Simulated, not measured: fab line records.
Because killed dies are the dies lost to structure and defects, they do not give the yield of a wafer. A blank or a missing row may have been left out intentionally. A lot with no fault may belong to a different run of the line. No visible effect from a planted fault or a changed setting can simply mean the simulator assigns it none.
8D (eight disciplines) problem report, filled in by code | flow gf180mcu | the parts of the form that need people (team, actions taken, sign-off) are left out

1. THE PROBLEM
Mean of run-length-s at GF_HV_LDD_CLEAN_51: 48 s across 6 wafers in 2 lots; on wafers with no fault it is 178 s (standard deviation 3.5). Measured from the usual mean, that is -37 standard deviations.
The step: cleans in SC1/SC2, time 150 s.
First observed at day 16 17:18: wafer L675.4, on wet-bench-04. Wafers with a number at this step in the record: 42, from 14 lots. Rule for "out" (also "out of limits"): further than 4 standard deviations from the usual mean. Any other wafer with a number is counted as sound.

2. WHAT IT IS, WHAT IT ISN'T
question                    | is                     | is not
which readings at this step | run-length-s           | -
which lots                  | L675, L676             | L663, L664, L665, L667, L668, L670, L672, L678, L680, L684, L685, L686
which wafers of those lots  | all that have a number | -
read on which tools         | wet-bench-04           | wet-bench-01, wet-bench-03
when                        | from day 16 17:18      | up to then (21 sound wafers); but 15 sound wafers of L678, L680, L684, L685, L686 came after

3. SUSPECTS, AND WHAT RULES EACH OUT
Counting: any tool at a process step up to the reading is kept as a suspect provided that every lot that is out went through it and no sound lot did after the first of them.
- wet-bench-04 at GF_HV_LDD_CLEAN_51 (cleans in SC1/SC2, time 150 s): kept. It processed each lot that is out, first L675 at day 16 17:18, and no sound lot thereafter; up to then, the last sound lot it processed was L672 at day 15 04:23. On those wafers its own readings are out: run-length-s.
The count leaves wet-bench-04 at GF_HV_LDD_CLEAN_51.

4. THE CAUSE (what the simulator had put in)
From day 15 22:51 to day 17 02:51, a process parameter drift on wet-bench-04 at GF_HV_LDD_CLEAN_51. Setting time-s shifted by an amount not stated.
This tool alone remained once counting was done.

5. THE CHAIN OF EFFECTS, in route order
Each row: a reading where the mean over the struck wafers with a number is more than 3 standard deviations away from the usual. Scope: only readings with a usual standard deviation given in the record; hours: median across lots of the time from each lot's start at the first step in this table that gives one to its start at this step; sigmas: change in usual standard deviations.
hours | step               | reading      | usual | on struck wafers | change | sigmas
0     | GF_HV_LDD_CLEAN_51 | run-length-s | 178 s | 48               | -130   | -37
The process steps in it:
- GF_HV_LDD_CLEAN_51: cleans in SC1/SC2, time 150 s.
At these later measuring or inspecting steps, every struck wafer for which the step has a row has a number for every such reading, and none has moved that far: GF_HV_LDD_THK_MEAS_55.

6. WHAT WOULD HAVE CAUGHT IT SOONER
In this record the first reading out of limits was taken at day 16 17:18, 18 hours after the fault began at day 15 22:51.
